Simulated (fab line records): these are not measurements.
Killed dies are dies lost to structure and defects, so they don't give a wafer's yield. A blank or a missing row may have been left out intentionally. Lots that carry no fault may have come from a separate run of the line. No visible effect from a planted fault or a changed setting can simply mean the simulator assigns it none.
Chamber matching + flow sky130 + SKY_SONOS_ONO_ETCH_15 on rie diel-03: 4 sister chambers
The step etches the open film in CHF3/O2, target depth 19.52 nm, time 7.8 s. 20 wafers are shown with their chamber, then 10 later ones without.

WAFERS PAIRED WITH THEIR CHAMBERS
| wafer  | chamber | drypump motor current A (A) | oes product au (a.u.) | throttle valve pct (%) |
|--------|---------|-----------------------------|-----------------------|------------------------|
| L086.1 | 1       | 6.6                         | 1.010                 | 8.830                  |
| L086.2 | 3       | 5.9                         | 1.012                 | 8.801                  |
| L086.3 | 0       | 6.2                         | 0.991                 | 8.821                  |
| L086.4 | 2       | 5.9                         | 0.998                 | 8.845                  |
| L086.5 | 3       | 5.9                         | 1.009                 | 8.823                  |
| L086.6 | 2       | 5.9                         | 1.010                 | 8.831                  |
| L089.1 | 0       | 6.3                         | 0.983                 | 8.817                  |
| L089.2 | 3       | 5.9                         | 1.000                 | 8.832                  |
| L089.3 | 1       | 6.6                         | 1.002                 | 8.832                  |
| L089.4 | 2       | 5.9                         | 0.998                 | 8.814                  |
| L089.5 | 0       | 6.2                         | 0.987                 | 8.817                  |
| L089.6 | 1       | 6.6                         | 1.005                 | 8.830                  |
| L090.1 | 3       | 5.9                         | 0.989                 | 8.828                  |
| L090.2 | 1       | 6.6                         | 1.005                 | 8.819                  |
| L090.3 | 0       | 6.3                         | 0.984                 | 8.827                  |
| L090.4 | 2       | 5.9                         | 0.993                 | 8.818                  |
| L090.5 | 3       | 5.9                         | 1.001                 | 8.824                  |
| L090.6 | 0       | 6.3                         | 0.979                 | 8.818                  |
| L091.1 | 3       | 5.9                         | 0.998                 | 8.833                  |
| L091.2 | 2       | 5.9                         | 1.003                 | 8.830                  |

SIGNATURES, as means of the wafers listed above
| reading                 | chamber 0 | chamber 1 | chamber 2 | chamber 3 | scatter within a chamber |
|-------------------------|-----------|-----------|-----------|-----------|--------------------------|
| drypump motor current A | 6.260     | 6.600     | 5.900     | 5.900     | 0.0274                   |
| oes product au          | 0.98480   | 1.00550   | 1.00040   | 1.00150   | 0.00621                  |
| throttle valve pct      | 8.82000   | 8.82775   | 8.82760   | 8.82350   | 0.00956                  |
Rule: a wafer lies at a distance from a chamber equal to the root of the sum of squares, over the readings, of (its reading less the chamber's mean, divided by the reading's scatter). If the next closest chamber is less than 2 further off than the closest, the wafer can't be placed; otherwise it belongs to the closest. The scatter: the root of (the sum of the squares of (reading less its chamber's mean) over the shown wafers, divided by (wafers less chambers)).

WAFERS WITHOUT THEIR CHAMBER
| wafer  | drypump motor current A (A) | oes product au (a.u.) | throttle valve pct (%) |
|--------|-----------------------------|-----------------------|------------------------|
| L091.3 | 6.6                         | 1.011                 | 8.819                  |
| L091.4 | 5.9                         | 1.003                 | 8.844                  |
| L091.5 | 5.9                         | 0.999                 | 8.814                  |
| L091.6 | 6.6                         | 0.999                 | 8.817                  |
| L093.1 | 5.9                         | 1.006                 | 8.821                  |
| L093.2 | 6.6                         | 1.004                 | 8.829                  |
| L093.3 | 5.9                         | 1.007                 | 8.812                  |
| L093.4 | 6.0                         | 1.014                 | 8.832                  |
| L093.5 | 6.6                         | 1.007                 | 8.849                  |
| L093.6 | 5.9                         | 1.002                 | 8.838                  |

EACH ONE'S CHAMBER
| wafer  | from the rows above     | in truth |
|--------|-------------------------|----------|
| L091.3 | 1                       | 1        |
| L091.4 | can't be placed: 2 or 3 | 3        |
| L091.5 | can't be placed: 3 or 2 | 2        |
| L091.6 | 1                       | 1        |
| L093.1 | can't be placed: 3 or 2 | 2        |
| L093.2 | 1                       | 1        |
| L093.3 | can't be placed: 3 or 2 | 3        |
| L093.4 | can't be placed: 3 or 2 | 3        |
| L093.5 | 1                       | 1        |
| L093.6 | can't be placed: 2 or 3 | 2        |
Correct placement for 4 of the 10. Not placeable from these rows: 6 (in 6, the candidates include the true chamber). Number placed wrongly: 0.
